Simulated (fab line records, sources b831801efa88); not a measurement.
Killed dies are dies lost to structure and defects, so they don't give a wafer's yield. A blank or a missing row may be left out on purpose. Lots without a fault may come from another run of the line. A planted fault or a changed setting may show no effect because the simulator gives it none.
fab line records | flow sky130
record lots=7 wafers=20 last_day=51
route steps=708 shown METAL4@627 VIA4@639
lots that met no fault: from a run of the same line without faults
start_h: hours from the record's first day to the start of the lot's first wafer shown | wait_h: hours since the lot's step before | " the same as in the row above | L1.1+2: a row that stands for several wafers | - no value, or no start given | * or withheld: withheld | < > ~ a bound
route shown NAME@n: a module of which the file shows steps, and the number in the route of the first | usual: mean/standard deviation of fault-free wafers | same: alike in all rows | chamber/n: place in a boat | sites: the reading at each site | _std_site: their standard deviation | _edge_site: outer sites' mean less inner sites' | radius_mm: how far each site lies from the wafer's centre | mask NAME#n: copy n | behind: the tool/chamber that last shaped the wafer | hold: why the lot was held/for how many hours/how that ended | device: the transistor (n, p or np) that didn't switch | end of line: the same wafers' tests at the end of the route | a step without rows: its recipe alone | killed: dies lost to structure and defects at the first sort, not the wafer's yield | map: a wafer's dies, x killed, . not, _ none there
set.NAME: the setting as run; set.NAME@STEP: as run at that earlier step | model.NAME: the simulator's own value behind a step, which no gauge read
lots at some steps of the route; a table a step, a row a wafer
services: from which hour (start_h, from the record's first day; less than 0 if before it) a tool's chamber was out of use, for how many hours, and why
## steps
# step SKY_METAL4_PEB_11
# recipe peb_temp_c=withheld peb_time_s=withheld resist=KrF-thick
# step SKY_METAL4_DEVELOP_12
# recipe develop_time_s=60 resist=KrF-thick dev_temp_c=21
# step SKY_METAL4_CD_MEAS_13
# recipe target_cd_nm=300
# usual cd_nm=299.6/1.2
# columns lot.wafer tool chamber start_h wait_h cd_nm
L971.1 cd_sem-01 - 1004.12 - 298.7
L971.5 " - " " 298.4
L971.6 " - " " 297.6
L980.1 cd_sem-01 - 1066.19 - 299.4
L980.4 " - " " 298.1
L980.5 " - " " 299.2
L982.1 cd_sem-01 - 1075.87 - 297.7
L982.3 " - " " 297.4
L982.6 " - " " 298.4
L983.3 cd_sem-02 - 1080.48 - 300.7
L983.5 " - " " 300.2
L983.6 " - " " 300.7
L984.4 cd_sem-02 - 1088.93 - 300.4
L984.5 " - " " 300.6
L984.6 " - " " 299.4
L985.1 cd_sem-01 - 1095.42 - 299.2
L985.3 " - " " 298.8
L994.1 cd_sem-02 - 1137.84 - 299.0
L994.2 " - " " 298.6
L994.5 " - " " 298.2
# step SKY_METAL4_OVL_MEAS_14
# usual METAL4_OVL=2/4.6
# columns lot.wafer tool chamber start_h wait_h METAL4_OVL[nm]
L971.1 overlay-01 - 1004.24 0.1 4
L971.5 " - " " 6
L971.6 " - " " -2
L980.1 overlay-01 - 1066.31 0.1 6
L980.4 " - " " 3
L980.5 " - " " 7
L982.1 overlay-01 - 1075.99 0.1 1
L982.3 " - " " -1
L982.6 " - " " 8
L983.3 overlay-02 - 1080.58 0.1 0
L983.5 " - " " -2
L983.6 " - " " 8
L984.4 overlay-01 - 1089.00 0.1 -2
L984.5 " - " " 0
L984.6 " - " " 3
L985.1 overlay-01 - 1095.54 0.1 -7
L985.3 " - " " -10
L994.1 overlay-01 - 1137.96 0.1 -6
L994.2 " - " " 2
L994.5 " - " " 2
# step SKY_METAL4_DESCUM_15
# recipe chemistry=O2 source_power_w=150 bias_power_w=0 pressure_mtorr=10 temp_c=40 time_s=8
# usual drypump_motor_current_A=5.7/0.39 oes_product_au=0.990/0.012
# columns lot.wafer tool chamber start_h wait_h drypump_motor_current_A oes_product_au rf_hours_counter_h
L971.1 rie_metal-01 0 1004.27 0.0 5.6 1.028 6
L971.5 " 0 " " 5.6 1.019 -
L971.6 " 1 " " 5.7 0.990 -
L980.1 rie_metal-03 0 1066.35 0.0 6.3 0.993 24
L980.4 " 1 " " 5.4 0.986 -
L980.5 " 0 " " 6.2 0.972 -
L982.1 rie_metal-03 1 1076.02 0.0 5.4 0.988 21
L982.3 " 1 " " 5.4 0.991 -
L982.6 " 1 " " 5.4 0.975 -
L983.3 rie_metal-04 1 1080.61 0.0 5.2 0.986 -
L983.5 " 0 " " 6.3 0.995 -
L983.6 " 1 " " 5.2 0.985 -
L984.4 rie_metal-01 1 1089.03 0.0 5.7 0.991 -
L984.5 " 0 " " 5.6 1.008 -
L984.6 " 1 " " 5.7 1.003 -
L985.1 rie_metal-04 1 1095.57 0.0 5.2 0.986 20
L985.3 " 1 " " 5.2 0.981 -
L994.1 rie_metal-01 1 1138.00 0.0 5.7 0.986 19
L994.2 " 0 " " 5.7 1.006 16
L994.5 " 0 " " 5.7 1.010 -
# step SKY_METAL4_ETCH_16
# recipe chemistry=N2/H2 target=BARC ion_energy_ev=200 bias_w=100 pressure_mtorr=30 n2_flow_sccm=100 h2_flow_sccm=200 icp_w=500 stop_on=SiO2 time_s=88.2 target_depth_a=600
# usual drypump_motor_current_A=5.7/0.4 n2_flow_sccm=100.0/0.31 oes_product_au=0.625/0.0043 throttle_valve_pct=13.203/0.0087
# columns lot.wafer tool chamber start_h wait_h drypump_motor_current_A n2_flow_sccm oes_product_au rf_hours_counter_h throttle_valve_pct
L971.1 rie_metal-01 0 1004.30 0.0 5.7 100.2 0.630 6 13.193
L971.5 " 0 " " 5.7 99.9 0.626 - 13.207
L971.6 " 1 " " 5.8 99.9 0.619 - 13.200
L980.1 rie_metal-03 0 1066.38 0.0 6.3 100.0 0.633 24 13.205
L980.4 " 1 " " 5.4 99.7 0.625 - 13.209
L980.5 " 0 " " 6.4 100.0 0.621 - 13.219
L982.1 rie_metal-03 1 1076.05 0.0 5.4 100.5 0.619 21 13.208
L982.3 " 1 " " 5.4 100.0 0.626 - 13.194
L982.6 " 1 " " 5.4 99.8 0.629 - 13.215
L983.3 rie_metal-04 1 1080.67 0.0 5.2 99.7 0.623 - 13.195
L983.5 " 0 " " 6.3 100.2 0.630 - 13.194
L983.6 " 1 " " 5.2 100.1 0.625 - 13.200
L984.4 rie_metal-01 1 1089.09 0.0 5.7 100.0 0.616 - 13.199
L984.5 " 0 " " 5.6 100.1 0.621 - 13.211
L984.6 " 1 " " 5.7 99.9 0.622 - 13.194
L985.1 rie_metal-04 1 1095.60 0.0 5.2 100.8 0.617 20 13.209
L985.3 " 1 " " 5.2 100.9 0.623 - 13.212
L994.1 rie_metal-01 1 1138.03 0.0 5.7 99.4 0.627 19 13.206
L994.2 " 0 " " 5.7 100.5 0.634 16 13.211
L994.5 " 0 " " 5.6 100.1 0.619 - 13.213
# step SKY_METAL4_ETCH_17
# recipe target=SiO2 stop_on=TiN chemistry=C4F8/O2/Ar source_w=1500 bias_w=1200 pressure_mtorr=40 c4f8_flow_sccm=withheld O2_flow_sccm=6 Ar_flow_sccm=300 time_s=3.9 target_depth_a=150
# step SKY_METAL4_METAL_ETCH_18
# recipe target_depth_a=8450 stop_on=SiO2 over_etch_frac=0.3 time_s=183.1 chemistry=Cl2/BCl3 resist_sidewall_deg=88 pressure_mtorr=10 icp_w=900 bias_w=48.5 Cl2_flow_sccm=60 bcl3_flow_sccm=30
# usual drypump_motor_current_A=5.7/0.37 oes_product_au=0.867/0.0067 throttle_valve_pct=22.263/0.0097
# same over_etch_frac=0.3
# columns lot.wafer tool chamber start_h wait_h drypump_motor_current_A oes_product_au rf_hours_counter_h throttle_valve_pct
L971.1 rie_metal-03 1 1004.42 0.0 5.4 0.860 16 22.266
L971.5 " 1 " " 5.4 0.867 - 22.252
L971.6 " 0 " " 6.3 0.873 - 22.270
L980.1 rie_metal-01 0 1066.50 0.0 5.7 0.855 10 22.272
L980.4 " 0 " " 5.7 0.854 - 22.258
L980.5 " 0 " " 5.7 0.868 - 22.246
L982.1 rie_metal-04 1 1076.17 0.0 5.2 0.876 18 22.283
L982.3 " 1 " " 5.2 0.861 - 22.276
L982.6 " 1 " " 5.2 0.869 - 22.270
L983.3 rie_metal-01 1 1080.81 0.1 5.7 0.870 - 22.263
L983.5 " 0 " " 5.6 0.868 - 22.264
L983.6 " 1 " " 5.7 0.865 - 22.265
L984.4 rie_metal-03 0 1089.23 0.1 6.2 0.868 - 22.264
L984.5 " 0 " " 6.3 0.869 - 22.273
L984.6 " 1 " " 5.4 0.860 - 22.252
L985.1 rie_metal-03 1 1095.72 0.0 5.4 0.860 22 22.247
L985.3 " 0 " " 6.2 0.858 - 22.260
L994.1 rie_metal-04 0 1138.15 0.0 6.3 0.861 8 22.270
L994.2 " 1 " " 5.2 0.868 24 22.270
L994.5 " 0 " " 6.3 0.859 - 22.259
# step SKY_METAL4_STRIP_19
# recipe chemistry=O2/N2 power_w=1400 pressure_mtorr=1500 platen_temp_c=withheld o2_flow_sccm=3000 n2_flow_sccm=300 overash_fraction=0.5
# usual drypump_motor_current_A=5.8/0.48 n2_flow_sccm=300.0/0.91 oes_product_au=0.506/0.0062 strip_time_to_endpoint_s=6.61/0.11
# columns lot.wafer tool chamber start_h wait_h drypump_motor_current_A n2_flow_sccm oes_product_au rf_hours_counter_h strip_time_to_endpoint_s
L971.1 plasma_asher-01 0 1004.60 0.1 5.0 299.8 0.506 89 6.58
L971.5 " 1 " " 5.9 300.7 0.506 - 6.58
L971.6 " 0 " " 5.0 300.3 0.503 - 6.58
L980.1 plasma_asher-01 1 1066.67 0.1 5.8 300.2 0.497 96 6.39
L980.4 " 1 " " 5.8 300.1 0.485 - 6.39
L980.5 " 0 " " 5.0 300.3 0.498 - 6.33
L982.1 plasma_asher-01 0 1076.35 0.1 5.0 299.7 0.507 97 6.71
L982.3 " 0 " " 5.0 298.8 0.500 - 6.66
L982.6 " 0 " " 5.0 300.4 0.505 - 6.69
L983.3 plasma_asher-04 0 1080.96 0.1 6.4 299.4 0.515 - 6.51
L983.5 " 0 " " 6.4 300.7 0.487 - 6.35
L983.6 " 1 " " 6.1 301.6 0.496 - 6.54
L984.4 plasma_asher-03 1 1089.38 0.1 6.1 298.8 0.509 - 6.59
L984.5 " 1 " " 6.1 299.4 0.505 - 6.55
L984.6 " 0 " " 5.4 299.8 0.505 - 6.51
L985.1 plasma_asher-03 1 1095.90 0.1 6.1 300.8 0.508 64 6.69
L985.3 " 0 " " 5.3 300.9 0.513 - 6.68
L994.1 plasma_asher-03 1 1138.33 0.1 6.1 300.2 0.510 68 6.63
L994.2 " 0 " " 5.4 299.7 0.506 68 6.71
L994.5 " 0 " " 5.4 300.4 0.506 - 6.58
# step SKY_METAL4_STRIP_20
# recipe chemistry=post_etch_residue_remover time_s=1200 temp_c=72.5
# step SKY_METAL4_CLEAN_21
# recipe chemistry=IPA time_s=180 temp_c=25
# step SKY_METAL4_CLEAN_22
# recipe chemistry=O3/DIW dry=n2_spin
# step SKY_VIA4_HDPCVD_00
# recipe material=SiO2 target_thk_nm=1750 sigma_open_frac=0.3 time_s=291.7 temp_c=400 sih4_flow_sccm=60 pressure_mtorr=6
# usual run_length_s=319.5/0.66
# columns lot.wafer tool chamber start_h wait_h run_length_s model.SiO2_of_VIA4_HDPCVD_00.thk_nm
L971.1 hdpcvd-02 1 1005.19 0.0 320.3 1764
L971.5 " 1 " " 320.3 1771
L971.6 " 2 " " 318.8 1769
L980.1 hdpcvd-02 2 1067.27 0.0 318.8 1766
L980.4 " 1 " " 320.3 1757
L980.5 " 2 " " 319.1 1747
L982.1 hdpcvd-01 1 1076.94 0.0 319.3 1738
L982.3 " 1 " " 319.6 1740
L982.6 " 1 " " 319.6 1733
L983.3 hdpcvd-02 2 1081.52 0.0 318.8 1779
L983.5 " 0 " " 318.4 1756
L983.6 " 1 " " 361.4 2047
L984.4 hdpcvd-02 2 1090.03 0.1 318.8 1733
L984.5 " 0 " " 318.5 1742
L984.6 " 1 " " 361.3 2034
L985.1 hdpcvd-02 0 1096.49 0.0 360.1 2006
L985.3 " 1 " " 320.6 1777
L994.1 hdpcvd-01 2 1138.92 0.0 319.0 1730
L994.2 " 1 " " 319.4 1729
L994.5 " 1 " " 319.3 1731
# step SKY_VIA4_THK_MEAS_01
# recipe reads=SiO2_of_VIA4_HDPCVD_00
# usual VIA4_HDPCVD_THK=1753/22
# columns lot.wafer tool chamber start_h wait_h VIA4_HDPCVD_THK[nm]
L971.1 film_metro-03 - 1005.37 0.1 1765
L971.5 " - " " 1771
L971.6 " - " " 1770
L980.1 film_metro-04 - 1067.45 0.1 1767
L980.4 " - " " 1757
L980.5 " - " " 1748
L982.1 film_metro-03 - 1077.21 0.2 1738
L982.3 " - " " 1741
L982.6 " - " " 1733
L983.3 film_metro-01 - 1081.72 0.1 1780
L983.5 " - " " 1755
L983.6 " - " " 2045
L984.4 film_metro-04 - 1090.15 0.0 1733
L984.5 " - " " 1743
L984.6 " - " " 2034
L985.1 film_metro-03 - 1096.67 0.1 2005
L985.3 " - " " 1777
L994.1 film_metro-04 - 1139.10 0.1 1729
L994.2 " - " " 1729
L994.5 " - " " 1731
# step SKY_VIA4_CMP_02
# recipe material=SiO2 down_force_psi=4 platen_rpm=60 pad_velocity_m_s=0.94248
# usual motor_current_A=11.8/0.85
# columns lot.wafer tool chamber start_h wait_h motor_current_A
L971.1 cmp-01 1 1005.43 0.1 12.5
L971.5 " 1 " " 12.2
L971.6 " 2 " " 11.5
L980.1 cmp-01 3 1067.51 0.1 13.1
L980.4 " 1 " " 12.7
L980.5 " 0 " " 11.4
L982.3 cmp-01 1 1077.27 0.0 12.1
L982.1 " 2 " " 12.0
L982.6 " 2 " " 11.6
L983.3 cmp-01 1 1081.86 0.1 12.5
L983.6 " 3 " " 12.9
L983.5 " 0 " " 11.1
L984.4 cmp-02 2 1090.32 0.2 10.8
L984.6 " 2 " " 10.5
L984.5 " 3 " " 10.4
L985.1 cmp-02 2 1096.73 0.1 11.3
L985.3 " 0 " " 12.7
L994.1 cmp-02 1 1139.26 0.1 11.5
L994.2 " 2 " " 10.9
L994.5 " 3 " " 10.7
## services
# columns tool chamber start_h hours kind
hdpcvd-02 - 981.47 1.0 repair
cmp-02 - 982.08 4.1 repair
cmp-02 - 1002.20 1.0 repair
rie_metal-04 0 1013.26 - clean
hdpcvd-02 2 1014.13 6.5 repair
rie_metal-03 1 1032.84 12.0 repair
cmp-02 - 1036.19 1.2 repair
hdpcvd-02 - 1041.89 6.0 pm
rie_metal-04 - 1051.16 2.8 pm
cmp-01 - 1061.00 2.9 repair
cmp-01 - 1062.38 2.5 repair
hdpcvd-02 1 1070.26 4.8 repair
hdpcvd-01 0 1076.46 8.0 repair
hdpcvd-02 - 1080.51 1.0 repair
hdpcvd-01 - 1082.22 6.0 pm
cmp-02 - 1085.88 0.2 repair
cmp-01 - 1089.50 4.0 pm
rie_metal-03 0 1106.89 - clean
rie_metal-03 0 1106.89 29.5 scheduled_down
rie_metal-03 0 1106.89 29.5 vent_cycle
cmp-01 - 1107.98 2.6 repair
plasma_asher-01 - 1122.75 2.4 repair
rie_metal-04 - 1129.94 0.7 repair
plasma_asher-04 - 1130.26 2.5 repair
## key
first_sign step=SKY_VIA4_HDPCVD_00 reading=run_length_s direction=up sigmas=63 usual=* struck=*
effect step=SKY_VIA4_THK_MEAS_01 reading=VIA4_HDPCVD_THK direction=up sigmas=13 usual=1753 struck=2028
model_effect step=SKY_VIA4_HDPCVD_00 value=SiO2_of_VIA4_HDPCVD_00.thk_nm without=1782 struck=2029
met_at SKY_VIA4_HDPCVD_00
struck_wafers L983.6,L984.6,L985.1
onset_between 1067.27 1081.52
fault kind=process_parameter_drift tool=hdpcvd-02 chamber=- onset_h=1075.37 steps=SKY_VIA4_HDPCVD_00 channel=time_s offset=* shape=step end_h=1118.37 scope=struck_wafers_only acts_in=* stated=*
